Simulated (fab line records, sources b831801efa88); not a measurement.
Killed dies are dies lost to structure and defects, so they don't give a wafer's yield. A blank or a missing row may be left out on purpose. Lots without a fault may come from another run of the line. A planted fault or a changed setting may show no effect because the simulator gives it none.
Problem report in the 8D (eight disciplines) form, filled by code | flow gf180mcu | the parts of the form that need people (team, actions taken, sign-off) are left out

1. THE PROBLEM
strip_time_to_endpoint_s at GF_M4_STRIP_17 reads a mean of 7.90 s on 6 wafers of 2 lots; wafers without a fault read 7.38 s with a standard deviation of 0.034. That is +15 standard deviations from the usual mean.
The step: strips in O2/N2.
First seen on wafer L406.1, day 26 01:12, on plasma_asher-03. The record holds 36 wafers of 12 lots with a number at this step. Rule for "out", or "out of limits": more than 4 standard deviations from the usual mean. The other wafers with a number count as sound.

2. WHAT IT IS AND WHAT IT IS NOT
question                    | is                               | is not
which readings at this step | strip_time_to_endpoint_s         | drypump_motor_current_A, platen_temp_c
which lots                  | L406, L408                       | L398, L399, L400, L403, L411, L415, L417, L418, L420, L421
which wafers of those lots  | all that have a number           | -
read on which tools         | plasma_asher-01, plasma_asher-03 | plasma_asher-02
when                        | from day 26 01:12                | up to then (12 sound wafers); but 18 sound wafers of L411, L415, L417, L418, L420, L421 came after

3. SUSPECTS, AND WHAT RULES EACH OUT
Counting: a tool at a process step up to the reading stays a suspect if it ran every lot that is out and no sound lot after the first of them.
- litho_track-01 at GF_M4_COAT_09 (resist thk 1000 nm): ruled out as a lasting fault. Sound lots L417, L418, L420 ran on it after its first lot that is out, L406 (day 25 14:04).
Left after counting: nothing in the record.

4. THE CAUSE (what the simulator had put in)
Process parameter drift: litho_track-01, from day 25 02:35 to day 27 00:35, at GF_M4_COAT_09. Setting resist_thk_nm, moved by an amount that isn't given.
Counting ruled it out, wrongly: the rule takes a fault to strike every lot that its tool runs from its start on, and this one did not.

5. THE CHAIN OF EFFECTS, in route order
Each row: a reading whose mean over the struck wafers that have a number lies more than 3 standard deviations from the usual. Only readings for which the record gives a usual standard deviation are gone through. hours: the time from each lot's start at the first step in this table that gives one to its start at this step, as a median over the lots. sigmas: the change in usual standard deviations.
hours | step           | reading                  | usual      | on struck wafers | change | sigmas
0     | GF_M4_STRIP_17 | oes_product_au           | 0.537 a.u. | 0.559            | +0.022 | +4.5
0     | GF_M4_STRIP_17 | strip_time_to_endpoint_s | 7.38 s     | 7.90             | +0.52  | +15
The process steps in it:
- GF_M4_STRIP_17: strips in O2/N2.

6. WHAT WOULD HAVE CAUGHT IT SOONER
In this record the first reading out of limits was taken at day 26 01:12, 23 hours after the fault began at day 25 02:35.
